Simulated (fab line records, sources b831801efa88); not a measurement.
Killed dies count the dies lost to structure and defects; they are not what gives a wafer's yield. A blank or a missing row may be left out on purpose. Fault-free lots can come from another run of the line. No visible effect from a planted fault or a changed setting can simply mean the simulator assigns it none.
8D (eight disciplines) problem report, filled in by code :: flow gf180mcu :: the parts of the form that need people (team, actions taken, sign-off) are left out

## 1. PROBLEM STATEMENT
Mean of cathode dc power W at GF_M3_SPUTTER_01: 9024.2 W across 9 wafers in 3 lots; on wafers with no fault it is 6499.9 W (standard deviation 1.1). So: +99 or more standard deviations from the usual mean.
The step: material TiN, target thk 30 nm, time 25 s.
First seen on wafer L357.3, day 25 22:45, on pvd sputter-03. The record holds 21 wafers of 7 lots with a number at this step. The rule behind "out" and "out of limits": a value lying over 4 standard deviations away from the usual mean. Any other wafer with a number is counted as sound.

## 2. WHAT IT IS, AND WHAT IT ISN'T
question: which readings at this step
is: cathode dc power W
is not: -

question: which lots
is: L357, L358, L359
is not: L344, L345, L355, L366

question: which wafers of those lots
is: all that have a number
is not: -

question: read on which tools
is: pvd sputter-03
is not: pvd sputter-01, pvd sputter-04

question: when
is: from day 25 22:45
is not: up to then (9 sound wafers); but 3 sound wafers of L366 came after

## 3. WHAT RULES OUT EACH SUSPECT
Counting: a tool stays on the suspect list if, at a process step up to the reading, it processed all lots that are out and no sound lot following the first of them.
- rie diel-02 at GF_V2_ETCH_16 (etches BARC in N2/H2): kept. Every lot that is out went through it, starting with L357 (day 25 21:16), and after that it ran no sound lot; the last sound lot it ran before then is L345 (day 21 13:40).
- cmp-02 at GF_V2_CMP_26 (polishes, stops on SiO2, t overpolish 15 s, target thk 0 nm): ruled out as a lasting fault. After its first lot that is out, L357 (day 25 22:21), sound lots L366 ran on it.
- pvd sputter-03 at GF_M3_SPUTTER_00 (material Ti, target thk 37.5 nm, time 150 s): kept. Every lot that is out went through it, starting with L357 (day 25 22:39), and after that it ran no sound lot; the last sound lot it ran before then is L345 (day 21 15:01).
- pvd sputter-03 at GF_M3_SPUTTER_01 (material TiN, target thk 30 nm, time 25 s): kept. Every lot that is out went through it, starting with L357 (day 25 22:45), and after that it ran no sound lot; the last sound lot it ran before then is L345 (day 21 15:07). Its own readings are out on those wafers: cathode dc power W.
Left after counting: rie diel-02 at GF_V2_ETCH_16, pvd sputter-03 at GF_M3_SPUTTER_00, pvd sputter-03 at GF_M3_SPUTTER_01.

## 4. THE CAUSE (what the simulator had put in)
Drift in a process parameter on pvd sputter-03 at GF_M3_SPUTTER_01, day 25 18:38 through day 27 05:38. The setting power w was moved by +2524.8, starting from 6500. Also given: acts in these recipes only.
Counting left 3 suspects, and this tool is among them.

## 5. THE EFFECT CHAIN, in route order
One row per reading whose mean, taken over the struck wafers that have a number, lies over 3 standard deviations from the usual. Scope: only readings with a usual standard deviation given in the record; hours: median across lots of the time from each lot's start at the first step in this table that gives one to its start at this step; sigmas: change in usual standard deviations.
hours: 0
step: GF_M3_SPUTTER_01
reading: cathode dc power W
usual: 6499.9 W
on struck wafers: 9024.2
change: +2524.3
sigmas: +99 or more
Process steps it contains:
- GF_M3_SPUTTER_01: material TiN, target thk 30 nm, time 25 s.

## 6. WHAT WOULD HAVE CAUGHT IT SOONER
The fault began at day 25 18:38; the first out-of-limits reading in this record came at day 25 22:45, 4 hours later.
